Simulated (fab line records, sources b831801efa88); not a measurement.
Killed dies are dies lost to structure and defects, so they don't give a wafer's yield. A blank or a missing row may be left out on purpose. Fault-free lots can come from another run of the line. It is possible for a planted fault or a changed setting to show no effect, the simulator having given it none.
The tool behind it: which one?    flow gf180mcu    12 lots, 36 wafers sampled, at 3 steps of a route of 602

WHAT THE GAUGES READ, wafer by wafer
GF_HV_LDD_TW_MEAS_38.
lot   measured      on             HV_LDD_3_TW
L954  day 12 04:16  film_metro-01  1435 1441 1436
L955  day 12 11:49  film_metro-01  1439 1438 1437
L956  day 12 18:19  film_metro-04  1463 1462 1462
L961  day 14 12:10  film_metro-03  1420 1436 1425
L962  day 14 22:34  film_metro-01  1406 1419 1418
L963  day 15 02:59  film_metro-01  1450 1450 1443
L964  day 15 08:58  film_metro-04  1481 1482 1482
L968  day 16 18:37  film_metro-04  1483 1477 1482
L972  day 18 04:13  film_metro-03  1458 1458 1456
L973  day 18 14:01  film_metro-01  1435 1442 1451
L974  day 19 03:35  film_metro-03  1462 1458 1463
L975  day 19 03:39  film_metro-04  1488 1478 1483

GF_HV_LDD_RS_MEAS_53: a four-point-probe measurement.
lot   measured      on             HV_LDD_RS (ohm/sq)
L954  day 12 23:59  film_metro-04  417.1 417.3 416.6
L955  day 13 08:02  film_metro-01  417.9 419.7 418.7
L956  day 13 13:56  film_metro-03  417.8 418.0 418.6
L961  day 15 08:12  film_metro-01  421.5 422.1 421.2
L962  day 15 20:02  film_metro-04  424.3 424.6 424.2
L963  day 16 01:21  film_metro-01  417.7 417.2 416.7
L964  day 16 07:20  film_metro-03  418.7 418.7 418.2
L968  day 17 17:43  film_metro-03  417.6 418.9 417.0
L972  day 19 04:56  film_metro-03  419.3 418.8 419.2
L973  day 19 15:14  film_metro-04  417.8 417.8 418.2
L974  day 20 04:43  film_metro-01  416.4 417.0 417.7
L975  day 20 04:50  film_metro-03  418.5 418.6 418.4

WHAT TOOL EACH LOT RAN ON (gives the tool, then ch and the chambers of the sampled wafers, and finally the start)
lot   GF_HV_LDD_IMPLANT_36
L954  implanter-04 ch 0, day 12 04:01
L955  implanter-04 ch 0, day 12 11:34
L956  implanter-03 ch 0, day 12 18:04
L961  implanter-04 ch 0, day 14 11:55
L962  implanter-04 ch 0, day 14 22:19
L963  implanter-03 ch 0, day 15 02:44
L964  implanter-03 ch 0, day 15 08:43
L968  implanter-03 ch 0, day 16 18:22
L972  implanter-02 ch 0, day 18 03:58
L973  implanter-03 ch 0, day 18 13:46
L974  implanter-03 ch 0, day 19 03:20
L975  implanter-02 ch 0, day 19 03:26
- GF_HV_LDD_IMPLANT_36

WHAT THE TOOLS THEMSELVES READ (means of the sampled wafers that have a number; where no wafer has one, the mark that the record gives instead)
GF_HV_LDD_IMPLANT_36.
lot   tool          dose_ions_cm2  faraday_current_uA
L954  implanter-04  7.501e+12      42.3
L955  implanter-04  7.494e+12      41.7
L956  implanter-03  7.504e+12      42.7
L961  implanter-04  5.528e+12      31.0
L962  implanter-04  5.532e+12      31.5
L963  implanter-03  7.506e+12      41.7
L964  implanter-03  7.503e+12      42.4
L968  implanter-03  7.490e+12      42.4
L972  implanter-02  7.497e+12      42.7
L973  implanter-03  7.502e+12      42.5
L974  implanter-03  7.508e+12      42.5
L975  implanter-02  7.502e+12      42.5

THE ANSWER, worked out from the rows above alone
Rule: the lots themselves supply what counts as usual. Put in order of their means at a reading, lots are off if they are a third of the lots or fewer, leave a main group of 4 or more, and stand apart from it by a gap of 3 or more times the standard deviation of the main group's means; of several such gaps the widest counts. If all means in a main group match to the digits the tables above print for the reading, that group is not used. A lot without any number at a reading at which 4 lots or more have one is off too. All remaining lots with rows at the step are treated as sound. After the gauges, taken in route order, come the tools' own readings; for these a lot's mean is taken, as printed above. The first step at which some lot is off is used, and at that step the reading that is off furthest; a lot without a number counts as furthest.
Off: L961, L962, at GF_HV_LDD_RS_MEAS_53 (HV_LDD_RS). For the main group the mean is 418.0 ohm/sq and the standard deviation 0.7.
If a tool, at a process step before that reading, ran all the lots that are off and no sound lot after the first of them, it fits. The gauges at GF_HV_LDD_RS_MEAS_53 aren't tried: what is off there is off at GF_HV_LDD_IMPLANT_36 too, on other tools, and a gauge's error can't cause that. One candidate fits, namely implanter-04 at GF_HV_LDD_IMPLANT_36. Its last sound lot is L955 (day 12 11:34), its first lot that is off L961 (day 14 11:55): a fault that began between those two fits.
The tool's own readings at GF_HV_LDD_IMPLANT_36 bear it out: on the lots that are off they differ by more than 5 times the standard deviation of the sound lots' means. dose_ions_cm2 reads 5.530e+12 there against 7.501e+12 on the sound lots; faraday_current_uA reads 31.2 there against 42.3 on the sound lots.

WHAT THE SIMULATOR PUT IN
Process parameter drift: implanter-04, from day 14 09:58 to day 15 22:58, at GF_HV_LDD_IMPLANT_36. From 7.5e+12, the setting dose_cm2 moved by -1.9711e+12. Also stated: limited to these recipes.
Lots struck among those shown: L961, L962. The same result came from the rule above.
